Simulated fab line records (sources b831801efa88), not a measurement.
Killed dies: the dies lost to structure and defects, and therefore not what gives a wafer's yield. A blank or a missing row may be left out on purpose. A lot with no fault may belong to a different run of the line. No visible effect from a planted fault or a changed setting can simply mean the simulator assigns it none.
fab line records -- flow sky130
record lots=6, wafers=18, last_day=50
route steps=708 shown VT_ADJUST_LVTN@117 VT_ADJUST_NCORE@119 VT_ADJUST_HVTR@131 VT_ADJUST_PCH@143
lots that met no fault: from a run of the same line without faults
start_h: the number of hours between the record's first day and the start of the first shown wafer of the lot -- wait_h: hours from the lot's prior step to this one -- " the same as in the row above -- L1.1+2: one row covering several wafers at once -- - value missing, or start not given -- * or withheld: withheld -- < > ~ a bound
route shown NAME@n: names a module that has steps shown in the file, with the first one's number in the route -- usual: mean/standard deviation of fault-free wafers -- same: alike in all rows -- chamber/n: place in a boat -- sites: the reading at each site -- _std_site: standard deviation of those values -- _edge_site: inner sites' mean taken away from outer sites' mean -- radius_mm: for every site, how far away it sits from the centre of the wafer -- mask NAME#n: copy n -- behind: the most recent tool/chamber to have shaped the wafer -- hold: why the lot was held/for how many hours/how that ended -- device: which transistor (n, p or np) failed to switch -- end of line: the route-end tests of the same wafers -- a step without rows: its recipe alone -- killed: not the wafer's yield, but the dies lost to structure and defects at the first sort -- map: a wafer's dies, x killed, . not, _ none there
set.NAME: the setting that was run; set.NAME@STEP: the one run at that earlier step -- model.NAME: the simulator's own value behind a step, which no gauge read
certain route steps with their lots: each step a table, each wafer a row
services: when a tool's chamber went out of use (start_h, in hours from the record's first day, below 0 if earlier), for how many hours, and the reason
## steps
# step SKY_VT_ADJUST_LVTN_STRIP_20
# recipe chemistry=O2/N2, power_w=1400, pressure_mtorr=1500, platen_temp_c=withheld, o2_flow_sccm=3000, n2_flow_sccm=300, overash_fraction=0.5
# usual chamber_pressure_mTorr=1500.1/1.4, drypump_motor_current_A=5.7/0.61, n2_flow_sccm=300.0/0.85, oes_product_au=0.715/0.0046, strip_time_to_endpoint_s=14.17/0.036
lot.wafer,tool,chamber,start_h,wait_h,chamber_pressure_mTorr,drypump_motor_current_A,n2_flow_sccm,oes_product_au,rf_hours_counter_h,strip_time_to_endpoint_s
L295.2,plasma_asher-04,0,212.31,0.1,1499.0,5.6,300.2,0.722,36,14.15
L295.3,plasma_asher-04,0,212.31,0.1,1499.3,5.6,301.5,0.716,-,14.20
L295.6,plasma_asher-04,0,212.31,0.1,1497.7,5.6,298.4,0.712,-,14.22
L296.2,plasma_asher-02,1,224.61,0.1,1502.5,5.3,299.0,0.713,47,14.20
L296.3,plasma_asher-02,0,224.61,0.1,1498.3,6.8,301.0,0.716,-,14.20
L296.4,plasma_asher-02,1,224.61,0.1,1501.3,5.3,299.4,0.711,-,14.17
L303.1,plasma_asher-02,0,269.81,0.1,1500.8,6.7,299.5,0.719,51,14.10
L303.2,plasma_asher-02,1,269.81,0.1,1499.2,5.3,300.5,0.719,51,14.10
L303.5,plasma_asher-02,1,269.81,0.1,1499.8,5.3,300.4,0.724,-,14.12
L305.1,plasma_asher-03,0,279.65,0.1,1500.9,5.0,300.7,0.714,17,14.21
L305.2,plasma_asher-03,1,279.65,0.1,1500.1,5.9,301.5,0.715,17,14.18
L305.3,plasma_asher-03,1,279.65,0.1,1500.5,5.9,302.7,0.714,-,14.22
L306.1,plasma_asher-02,0,285.75,0.1,1502.4,6.8,301.2,0.713,53,14.15
L306.3,plasma_asher-02,0,285.75,0.1,1498.9,6.8,300.8,0.714,-,14.18
L306.4,plasma_asher-02,1,285.75,0.1,1500.1,5.3,300.6,0.710,-,14.22
L309.2,plasma_asher-04,0,311.75,0.1,1498.2,5.6,300.0,0.722,46,14.13
L309.4,plasma_asher-04,0,311.75,0.1,1501.1,5.6,300.4,0.725,-,14.17
L309.6,plasma_asher-04,0,311.75,0.1,1500.4,5.6,302.9,0.718,-,14.17
# step SKY_VT_ADJUST_LVTN_TW_MEAS_21
# usual VT_ADJUST_LVTN_2_TW=184.8/1.8
lot.wafer,tool,chamber,start_h,wait_h,VT_ADJUST_LVTN_2_TW
L295.2,film_metro-02,-,212.42,0.1,186.0
L295.3,film_metro-02,-,212.42,0.1,187.2
L295.6,film_metro-02,-,212.42,0.1,185.9
L296.2,film_metro-03,-,224.72,0.1,185.7
L296.3,film_metro-03,-,224.72,0.1,185.6
L296.4,film_metro-03,-,224.72,0.1,187.3
L303.1,film_metro-03,-,269.91,0.1,185.9
L303.2,film_metro-03,-,269.91,0.1,185.7
L303.5,film_metro-03,-,269.91,0.1,185.5
L305.1,film_metro-02,-,279.75,0.1,182.6
L305.2,film_metro-02,-,279.75,0.1,182.9
L305.3,film_metro-02,-,279.75,0.1,183.4
L306.1,film_metro-02,-,285.85,0.1,182.9
L306.3,film_metro-02,-,285.85,0.1,183.9
L306.4,film_metro-02,-,285.85,0.1,182.7
L309.2,film_metro-02,-,311.86,0.1,181.7
L309.4,film_metro-02,-,311.86,0.1,181.8
L309.6,film_metro-02,-,311.86,0.1,182.4
# step SKY_VT_ADJUST_NCORE_DEHYDRATE_00
# recipe temp_c=200, time_s=60
# step SKY_VT_ADJUST_NCORE_HMDS_01
# recipe prime_time_s=60, prime_temp_c=120
# step SKY_VT_ADJUST_NCORE_COAT_02
# recipe resist=NOVOLAK, spin_rpm=3000, resist_thk_nm=1140
# step SKY_VT_ADJUST_NCORE_SOFTBAKE_03
# recipe temp_c=90, time_s=60, resist=NOVOLAK
# step SKY_VT_ADJUST_NCORE_EXPOSE_04
# recipe mask_id=LVTN_COMPLEMENT_THIN, na=0.6, source_shape=conventional, sigma_outer=0.6, polarization=unpolarized, target_cd_nm=380, dose_mj=139
# step SKY_VT_ADJUST_NCORE_PEB_05
# recipe temp_c=withheld, time_s=*, resist=NOVOLAK
# step SKY_VT_ADJUST_NCORE_DEVELOP_06
# recipe resist=NOVOLAK, developer=TMAH, develop_time_s=57.14, dev_temp_c=23
# step SKY_VT_ADJUST_NCORE_CD_MEAS_07
# recipe target_cd_nm=380
# usual cd_nm=380.4/2.3
lot.wafer,tool,chamber,start_h,wait_h,cd_nm
L295.2,cd_sem-01,-,235.20,0.1,380.8
L295.3,cd_sem-01,-,235.20,0.1,378.8
L295.6,cd_sem-01,-,235.20,0.1,379.3
L296.2,cd_sem-01,-,247.50,0.1,383.6
L296.3,cd_sem-01,-,247.50,0.1,383.1
L296.4,cd_sem-01,-,247.50,0.1,381.1
L303.1,cd_sem-02,-,294.68,0.1,374.5
L303.2,cd_sem-02,-,294.68,0.1,377.2
L303.5,cd_sem-02,-,294.68,0.1,376.6
L305.1,cd_sem-02,-,304.33,0.1,377.4
L305.2,cd_sem-02,-,304.33,0.1,379.5
L305.3,cd_sem-02,-,304.33,0.1,379.5
L306.1,cd_sem-02,-,310.07,0.1,380.8
L306.3,cd_sem-02,-,310.07,0.1,381.5
L306.4,cd_sem-02,-,310.07,0.1,382.1
L309.2,cd_sem-01,-,338.45,0.1,376.4
L309.4,cd_sem-01,-,338.45,0.1,378.9
L309.6,cd_sem-01,-,338.45,0.1,379.6
# step SKY_VT_ADJUST_NCORE_OVL_MEAS_08
# usual VT_ADJUST_NCORE_OVL=-0.2/1.3
lot.wafer,tool,chamber,start_h,wait_h,VT_ADJUST_NCORE_OVL[nm]
L295.2,overlay-01,-,235.30,0.1,-0.9
L295.3,overlay-01,-,235.30,0.1,0.9
L295.6,overlay-01,-,235.30,0.1,0.1
L296.2,overlay-01,-,247.60,0.1,-0.2
L296.3,overlay-01,-,247.60,0.1,0.6
L296.4,overlay-01,-,247.60,0.1,0.0
L303.1,overlay-01,-,294.80,0.1,-1.4
L303.2,overlay-01,-,294.80,0.1,-0.9
L303.5,overlay-01,-,294.80,0.1,-1.0
L305.1,overlay-02,-,304.45,0.1,-0.3
L305.2,overlay-02,-,304.45,0.1,1.4
L305.3,overlay-02,-,304.45,0.1,0.2
L306.1,overlay-01,-,310.19,0.1,-0.6
L306.3,overlay-01,-,310.19,0.1,1.0
L306.4,overlay-01,-,310.19,0.1,-1.6
L309.2,overlay-02,-,338.56,0.1,-1.8
L309.4,overlay-02,-,338.56,0.1,-2.0
L309.6,overlay-02,-,338.56,0.1,-1.5
# step SKY_VT_ADJUST_NCORE_IMPLANT_09
# recipe species=B, energy_kev=10, dose_cm2=2.4e+12, tilt_deg=withheld
# step SKY_VT_ADJUST_NCORE_STRIP_10
# recipe chemistry=O2/N2, power_w=1400, pressure_mtorr=1500, platen_temp_c=withheld, o2_flow_sccm=3000, n2_flow_sccm=300, overash_fraction=0.5
# usual chamber_pressure_mTorr=1499.9/1.4, drypump_motor_current_A=5.4/0.39, n2_flow_sccm=299.8/0.85, oes_product_au=0.716/0.0044, strip_time_to_endpoint_s=14.17/0.036
lot.wafer,tool,chamber,start_h,wait_h,chamber_pressure_mTorr,drypump_motor_current_A,n2_flow_sccm,oes_product_au,rf_hours_counter_h,strip_time_to_endpoint_s,model.NOVOLAK_of_VT_ADJUST_NCORE_COAT_02.thk_nm
L295.2,plasma_asher-03,0,235.48,0.1,-,-,-,-,-,-,1135
L295.3,plasma_asher-03,0,235.48,0.1,-,-,-,-,-,-,1138
L295.6,plasma_asher-03,1,235.48,0.1,-,-,-,-,-,-,1138
L296.2,plasma_asher-03,0,247.78,0.1,-,-,-,-,-,-,1140
L296.3,plasma_asher-03,1,247.78,0.1,-,-,-,-,-,-,1141
L296.4,plasma_asher-03,0,247.78,0.1,-,-,-,-,-,-,1138
L303.1,plasma_asher-03,0,294.98,0.1,1496.8,5.0,299.8,0.714,18,14.12,0
L303.2,plasma_asher-03,1,294.98,0.1,1499.5,5.9,301.6,0.714,18,14.11,0
L303.5,plasma_asher-03,1,294.98,0.1,1500.8,5.9,301.1,0.710,-,14.14,0
L305.1,plasma_asher-03,0,304.63,0.1,1499.3,5.1,300.0,0.706,19,14.20,0
L305.2,plasma_asher-03,1,304.63,0.1,1500.8,5.9,299.5,0.717,19,14.17,0
L305.3,plasma_asher-03,0,304.63,0.1,1502.6,5.0,300.2,0.711,-,14.17,0
L306.1,plasma_asher-03,1,310.38,0.1,1501.1,5.9,299.0,0.717,20,14.17,0
L306.3,plasma_asher-03,1,310.38,0.1,1499.7,5.9,299.7,0.710,-,14.16,0
L306.4,plasma_asher-03,0,310.38,0.1,1497.5,5.0,299.4,0.713,-,14.16,0
L309.2,plasma_asher-03,1,338.74,0.1,1499.8,5.9,299.0,0.717,23,14.22,0
L309.4,plasma_asher-03,1,338.74,0.1,1499.7,5.9,300.1,0.711,-,14.17,0
L309.6,plasma_asher-03,0,338.74,0.1,1497.8,5.1,299.6,0.715,-,14.18,0
# step SKY_VT_ADJUST_NCORE_TW_MEAS_11
# usual VT_ADJUST_NCORE_TW=218/4
lot.wafer,tool,chamber,start_h,wait_h,VT_ADJUST_NCORE_TW
L295.2,film_metro-02,-,235.59,0.1,214
L295.3,film_metro-02,-,235.59,0.1,212
L295.6,film_metro-02,-,235.59,0.1,213
L296.2,film_metro-02,-,247.89,0.1,214
L296.3,film_metro-02,-,247.89,0.1,214
L296.4,film_metro-02,-,247.89,0.1,215
L303.1,film_metro-02,-,295.08,0.1,212
L303.2,film_metro-02,-,295.08,0.1,212
L303.5,film_metro-02,-,295.08,0.1,211
L305.1,film_metro-02,-,304.73,0.1,211
L305.2,film_metro-02,-,304.73,0.1,212
L305.3,film_metro-02,-,304.73,0.1,213
L306.1,film_metro-01,-,310.48,0.1,219
L306.3,film_metro-01,-,310.48,0.1,218
L306.4,film_metro-01,-,310.48,0.1,218
L309.2,film_metro-01,-,338.85,0.1,218
L309.4,film_metro-01,-,338.85,0.1,219
L309.6,film_metro-01,-,338.85,0.1,218
# step SKY_VT_ADJUST_HVTR_DEHYDRATE_00
# recipe temp_c=200, time_s=60
# step SKY_VT_ADJUST_HVTR_HMDS_01
# recipe prime_time_s=60, prime_temp_c=120
# step SKY_VT_ADJUST_HVTR_COAT_02
# recipe resist=NOVOLAK, spin_rpm=3000, resist_thk_nm=1140
# step SKY_VT_ADJUST_HVTR_SOFTBAKE_03
# recipe temp_c=90, time_s=60, resist=NOVOLAK
# step SKY_VT_ADJUST_HVTR_EXPOSE_04
# recipe mask_id=HVTRM, target_cd_nm=380, na=0.6, source_shape=conventional, sigma_outer=0.6, dose_mj=150
# step SKY_VT_ADJUST_HVTR_PEB_05
# recipe temp_c=withheld, time_s=*, resist=NOVOLAK
# step SKY_VT_ADJUST_HVTR_DEVELOP_06
# recipe develop_time_s=60, dev_temp_c=23
# step SKY_VT_ADJUST_HVTR_CD_MEAS_07
# recipe target_cd_nm=380
# usual cd_nm=380.4/2.4
lot.wafer,tool,chamber,start_h,wait_h,cd_nm
L295.2,cd_sem-01,-,259.05,0.1,380.2
L295.3,cd_sem-01,-,259.05,0.1,379.1
L295.6,cd_sem-01,-,259.05,0.1,380.5
L296.2,cd_sem-02,-,271.69,0.1,379.7
L296.3,cd_sem-02,-,271.69,0.1,381.4
L296.4,cd_sem-02,-,271.69,0.1,378.8
L303.1,cd_sem-01,-,320.78,0.1,380.0
L303.2,cd_sem-01,-,320.78,0.1,379.2
L303.5,cd_sem-01,-,320.78,0.1,380.4
L305.1,cd_sem-01,-,331.37,0.1,381.2
L305.2,cd_sem-01,-,331.37,0.1,382.3
L305.3,cd_sem-01,-,331.37,0.1,382.6
L306.1,cd_sem-02,-,336.53,0.1,379.1
L306.3,cd_sem-02,-,336.53,0.1,376.1
L306.4,cd_sem-02,-,336.53,0.1,378.8
L309.2,cd_sem-02,-,366.59,0.1,380.8
L309.4,cd_sem-02,-,366.59,0.1,381.4
L309.6,cd_sem-02,-,366.59,0.1,379.7
# step SKY_VT_ADJUST_HVTR_OVL_MEAS_08
# usual VT_ADJUST_HVTR_OVL=0.7/1.4
lot.wafer,tool,chamber,start_h,wait_h,VT_ADJUST_HVTR_OVL[nm]
L295.2,overlay-01,-,259.16,0.1,2.7
L295.3,overlay-01,-,259.16,0.1,1.1
L295.6,overlay-01,-,259.16,0.1,2.7
L296.2,overlay-02,-,271.80,0.1,0.0
L296.3,overlay-02,-,271.80,0.1,-0.8
L296.4,overlay-02,-,271.80,0.1,-0.2
L303.1,overlay-01,-,320.90,0.1,0.7
L303.2,overlay-01,-,320.90,0.1,0.9
L303.5,overlay-01,-,320.90,0.1,2.2
L305.1,overlay-01,-,331.49,0.1,2.7
L305.2,overlay-01,-,331.49,0.1,0.3
L305.3,overlay-01,-,331.49,0.1,2.1
L306.1,overlay-01,-,336.65,0.1,0.4
L306.3,overlay-01,-,336.65,0.1,0.4
L306.4,overlay-01,-,336.65,0.1,-0.8
L309.2,overlay-02,-,366.70,0.1,1.0
L309.4,overlay-02,-,366.70,0.1,0.5
L309.6,overlay-02,-,366.70,0.1,1.6
# step SKY_VT_ADJUST_HVTR_IMPLANT_09
# recipe species=B, energy_kev=10, dose_cm2=2.1e+12, tilt_deg=withheld
# step SKY_VT_ADJUST_HVTR_STRIP_10
# recipe chemistry=O2/N2, power_w=1400, pressure_mtorr=1500, platen_temp_c=withheld, o2_flow_sccm=3000, n2_flow_sccm=300, overash_fraction=0.5
# usual chamber_pressure_mTorr=1499.8/1.3, drypump_motor_current_A=5.6/0.64, n2_flow_sccm=299.9/0.96, oes_product_au=0.716/0.0043, strip_time_to_endpoint_s=14.18/0.036
lot.wafer,tool,chamber,start_h,wait_h,chamber_pressure_mTorr,drypump_motor_current_A,n2_flow_sccm,oes_product_au,rf_hours_counter_h,strip_time_to_endpoint_s
L295.2,plasma_asher-01,0,259.34,0.1,1497.7,4.9,301.2,0.720,61,31.21
L295.3,plasma_asher-01,0,259.34,0.1,1497.7,4.9,299.7,0.718,-,31.24
L295.6,plasma_asher-01,1,259.34,0.1,1498.8,5.6,300.6,0.719,-,31.24
L296.2,plasma_asher-01,1,271.98,0.1,1499.5,5.6,299.9,0.720,62,31.31
L296.3,plasma_asher-01,0,271.98,0.1,1500.5,4.9,301.5,0.726,-,31.26
L296.4,plasma_asher-01,1,271.98,0.1,1498.6,5.6,299.8,0.722,-,31.26
L303.1,plasma_asher-01,0,321.09,0.1,1500.7,4.9,298.6,0.715,67,14.21
L303.2,plasma_asher-01,1,321.09,0.1,1498.3,5.6,299.9,0.725,67,14.21
L303.5,plasma_asher-01,1,321.09,0.1,1502.1,5.7,298.8,0.719,-,14.15
L305.1,plasma_asher-04,0,331.68,0.1,1500.7,5.7,300.3,0.716,48,14.18
L305.2,plasma_asher-04,1,331.68,0.1,1500.0,5.2,298.9,0.715,48,14.16
L305.3,plasma_asher-04,0,331.68,0.1,1499.8,5.6,300.4,0.715,-,14.18
L306.1,plasma_asher-02,1,336.84,0.1,1501.5,5.3,298.8,0.713,59,14.18
L306.3,plasma_asher-02,1,336.84,0.1,1502.0,5.3,298.8,0.712,-,14.24
L306.4,plasma_asher-02,0,336.84,0.1,1501.6,6.8,300.2,0.710,-,14.20
L309.2,plasma_asher-02,1,366.88,0.1,1499.7,5.3,300.8,0.712,62,14.21
L309.4,plasma_asher-02,1,366.88,0.1,1500.0,5.3,300.2,0.716,-,14.15
L309.6,plasma_asher-02,1,366.88,0.1,1502.8,5.3,298.8,0.713,-,14.18
# step SKY_VT_ADJUST_HVTR_TW_MEAS_11
# usual VT_ADJUST_HVTR_TW=209/3.1
lot.wafer,tool,chamber,start_h,wait_h,VT_ADJUST_HVTR_TW
L295.2,film_metro-02,-,259.45,0.1,29
L295.3,film_metro-02,-,259.45,0.1,29
L295.6,film_metro-02,-,259.45,0.1,29
L296.2,film_metro-03,-,272.09,0.1,29
L296.3,film_metro-03,-,272.09,0.1,30
L296.4,film_metro-03,-,272.09,0.1,30
L303.1,film_metro-02,-,321.19,0.1,205
L303.2,film_metro-02,-,321.19,0.1,206
L303.5,film_metro-02,-,321.19,0.1,205
L305.1,film_metro-02,-,331.78,0.1,205
L305.2,film_metro-02,-,331.78,0.1,204
L305.3,film_metro-02,-,331.78,0.1,205
L306.1,film_metro-03,-,336.94,0.1,209
L306.3,film_metro-03,-,336.94,0.1,209
L306.4,film_metro-03,-,336.94,0.1,210
L309.2,film_metro-02,-,366.99,0.1,205
L309.4,film_metro-02,-,366.99,0.1,206
L309.6,film_metro-02,-,366.99,0.1,205
# step SKY_VT_ADJUST_PCH_DEHYDRATE_00
# recipe temp_c=200, time_s=60
## services
tool,chamber,start_h,hours,kind
plasma_asher-04,-,192.23,6.0,repair
plasma_asher-02,-,230.92,0.4,repair
plasma_asher-01,-,321.26,1.2,repair
plasma_asher-01,-,325.46,14.6,pm
plasma_asher-04,-,327.01,3.4,repair
plasma_asher-02,-,353.17,1.4,repair
## key
first_sign step=SKY_VT_ADJUST_NCORE_STRIP_10, reading=tool_record, direction=missing
effect step=SKY_VT_ADJUST_HVTR_STRIP_10, reading=strip_time_to_endpoint_s, direction=up, sigmas=99+, usual=*, struck=*
effect step=SKY_VT_ADJUST_HVTR_TW_MEAS_11, reading=VT_ADJUST_HVTR_TW, direction=down, sigmas=58, usual=209, struck=29
model_effect step=SKY_VT_ADJUST_NCORE_STRIP_10, value=NOVOLAK_of_VT_ADJUST_NCORE_COAT_02.thk_nm, without=0, struck=1138
met_at SKY_VT_ADJUST_NCORE_STRIP_10
struck_wafers L295.2,L295.3,L295.6,L296.2,L296.3,L296.4
sort_left_out L295.2,L295.3,L295.6,L296.2,L296.3,L296.4
tester_left_out L295,L296
fault kind=skipped_step_whole, tool=plasma_asher-03, chamber=-, onset_h=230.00, steps=SKY_VT_ADJUST_NCORE_STRIP_10, scope=struck_lots_only
# tester_left_out: of these lots the tester's yield and bins aren't shown, on N5 and GAA mostly nor the transistor test; their killed dies are dies lost to structure and defects alone, not to doping, threshold or leakage, so they don't give the yield
# sort_left_out: the simulated sort isn't trusted on such a fault, so these wafers' sort isn't shown, and their yield isn't known
